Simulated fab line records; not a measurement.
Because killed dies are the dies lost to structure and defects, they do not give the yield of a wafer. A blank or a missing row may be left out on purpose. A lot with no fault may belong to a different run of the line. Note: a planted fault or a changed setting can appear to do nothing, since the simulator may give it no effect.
Which of the tools did it? || flow gf180mcu || Sampling: 6 lots, 18 wafers, 3 of 602 route steps

WHAT THE GAUGES SHOWED, per wafer
GF_HV_LDD_TW_MEAS_50.
{"lot": "L140", "measured": "day 13 02:36", "on": "filmMetro-01", "HV_LDD_4_TW": "555 556 553"}
{"lot": "L142", "measured": "day 13 21:21", "on": "filmMetro-01", "HV_LDD_4_TW": "558 558 556"}
{"lot": "L145", "measured": "day 14 16:59", "on": "filmMetro-02", "HV_LDD_4_TW": "568 570 572"}
{"lot": "L149", "measured": "day 16 03:26", "on": "filmMetro-01", "HV_LDD_4_TW": "533 534 534"}
{"lot": "L154", "measured": "day 17 16:18", "on": "filmMetro-01", "HV_LDD_4_TW": "559 557 555"}
{"lot": "L159", "measured": "day 19 14:33", "on": "filmMetro-01", "HV_LDD_4_TW": "553 556 557"}

TOOL THAT RAN EACH LOT (tool first, then ch and the chambers of the sampled wafers, then the start)
{"lot": "L140", "GF_VT_IMPLANT_STRIP_09": "plasmaAsher-04 ch 0,1, day 6 03:10", "GF_HV_LDD_IMPLANT_48": "implanter-04 ch 0, day 13 02:21"}
{"lot": "L142", "GF_VT_IMPLANT_STRIP_09": "plasmaAsher-04 ch 0,1, day 6 14:35", "GF_HV_LDD_IMPLANT_48": "implanter-04 ch 0, day 13 21:06"}
{"lot": "L145", "GF_VT_IMPLANT_STRIP_09": "plasmaAsher-04 ch 0,1, day 7 10:05", "GF_HV_LDD_IMPLANT_48": "implanter-04 ch 0, day 14 16:44"}
{"lot": "L149", "GF_VT_IMPLANT_STRIP_09": "plasmaAsher-02 ch 0,1, day 8 10:57", "GF_HV_LDD_IMPLANT_48": "implanter-04 ch 0, day 16 03:14"}
{"lot": "L154", "GF_VT_IMPLANT_STRIP_09": "plasmaAsher-01 ch 1, day 9 16:53", "GF_HV_LDD_IMPLANT_48": "implanter-03 ch 0, day 17 16:04"}
{"lot": "L159", "GF_VT_IMPLANT_STRIP_09": "plasmaAsher-02 ch 0,1, day 11 00:53", "GF_HV_LDD_IMPLANT_48": "implanter-02 ch 0, day 19 14:18"}
- GF_VT_IMPLANT_STRIP_09: strips in O2/N2.
- GF_HV_LDD_IMPLANT_48

THE ANSWER, worked out from the rows above alone
Rule: the usual values come from the lots themselves. The widest of any qualifying gaps counts: lots, ordered by their means at a reading, are off when they make up no more than a third of the lots, leave a main group of 4 or more, and stand apart from it by 3 or more times the standard deviation of that group's means. If all means in a main group match to the digits the tables above print for the reading, that group is not used. A lot without any number at a reading at which 4 lots or more have one is off too. The other lots that the step has rows for count as sound.
Off: at GF_HV_LDD_TW_MEAS_50 (HV_LDD_4_TW), L149. Main group: mean 559, sd 5.7.
A tool fits if, at a process step before that reading, it ran every lot that is off, and no sound lot after the first of them. Those tools and the gauges at GF_HV_LDD_TW_MEAS_50 are tried in the same way. One fits: GF_HV_LDD_IMPLANT_48 on implanter-04. Its last sound lot is L145 (day 14 16:44), its first lot that is off L149 (day 16 03:14): a fault that began between those two fits.

WHAT THE SIMULATOR PUT IN
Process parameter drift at GF_HV_LDD_IMPLANT_48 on implanter-04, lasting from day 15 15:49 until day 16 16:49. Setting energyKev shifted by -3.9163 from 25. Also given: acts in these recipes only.
Lots struck among those shown: L149. This agrees with what the rule above found.
